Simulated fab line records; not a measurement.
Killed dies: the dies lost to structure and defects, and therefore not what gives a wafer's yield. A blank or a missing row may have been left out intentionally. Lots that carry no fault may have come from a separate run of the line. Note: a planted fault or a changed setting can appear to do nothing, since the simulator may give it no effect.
Problem report in the 8D (eight disciplines) form, filled by code :: flow sky130 :: the parts of the form that need people (team, actions taken, sign-off) are left out

## 1. WHAT IS WRONG
At SKY_CONTACT_ETCH_17, biasW averages 1286 W over 9 wafers from 3 lots, while fault-free wafers read 1200 W, standard deviation 3.2. Relative to the usual mean, that is a shift of +27 standard deviations.
The step: etches SiO2 in C4F8/O2/Ar, stops on Si3N4, target depth 340 nm.
The first sign was on wafer L352.3 at day 35 02:58, on rieDiel-01. The record holds 21 wafers of 7 lots with a number at this step. By rule, "out" or "out of limits" means more than 4 standard deviations away from the usual mean. The rest of the wafers with a number are treated as sound.

## 2. WHAT IT IS, AND WHAT IT ISN'T
question: which readings at this step
is: biasW
is not: oesProductAu

question: which lots
is: L352, L353, L358
is not: L344, L363, L364, L365

question: which wafers of those lots
is: all that have a number
is not: -

question: read on which tools
is: rieDiel-01
is not: rieDiel-02, rieDiel-04

question: when
is: from day 35 02:58
is not: up to then (3 sound wafers); but 9 sound wafers of L363, L364, L365 came after

## 3. SUSPECTS, AND WHAT RULES EACH OUT
Counting: a tool stays on the suspect list if, at a process step up to the reading, it processed all lots that are out and no sound lot following the first of them.
- rieDiel-01 at SKY_CONTACT_ETCH_16 (etches BARC in N2/H2, stops on SiO2, time 45.9 s, target depth 60 nm): ruled out as a lasting fault. The sound lots L365 went through it after L352, its earliest lot that is out (day 35 02:56).
- rieDiel-01 at SKY_CONTACT_ETCH_17 (etches SiO2 in C4F8/O2/Ar, stops on Si3N4, target depth 340 nm): ruled out as a lasting fault. The sound lots L365 went through it after L352, its earliest lot that is out (day 35 02:58).
Left after counting: nothing in the record.

## 4. THE CAUSE (what the simulator had put in)
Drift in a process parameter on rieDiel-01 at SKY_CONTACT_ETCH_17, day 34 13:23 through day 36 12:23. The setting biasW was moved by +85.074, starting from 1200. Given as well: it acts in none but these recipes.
Counting ruled it out, wrongly.

## 5. SEQUENCE OF EFFECTS, ordered by route
Each row: a reading where the mean over the struck wafers with a number is more than 3 standard deviations away from the usual. Readings are gone through only where the record gives a usual standard deviation; hours: the median, over the lots, of the time from a lot's start at the first step in this table giving one to that lot's start at this step; sigmas: the change measured in usual standard deviations.
hours: 0
step: SKY_CONTACT_ETCH_17
reading: biasW
usual: 1200 W
on struck wafers: 1286
change: +86
sigmas: +27
Its process steps:
- SKY_CONTACT_ETCH_17: etches SiO2 in C4F8/O2/Ar, stops on Si3N4, target depth 340 nm.

## 6. HOW IT WOULD HAVE BEEN CAUGHT EARLIER
In this record no reading fell out of limits until day 35 02:58, 14 hours after the fault had begun at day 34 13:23.
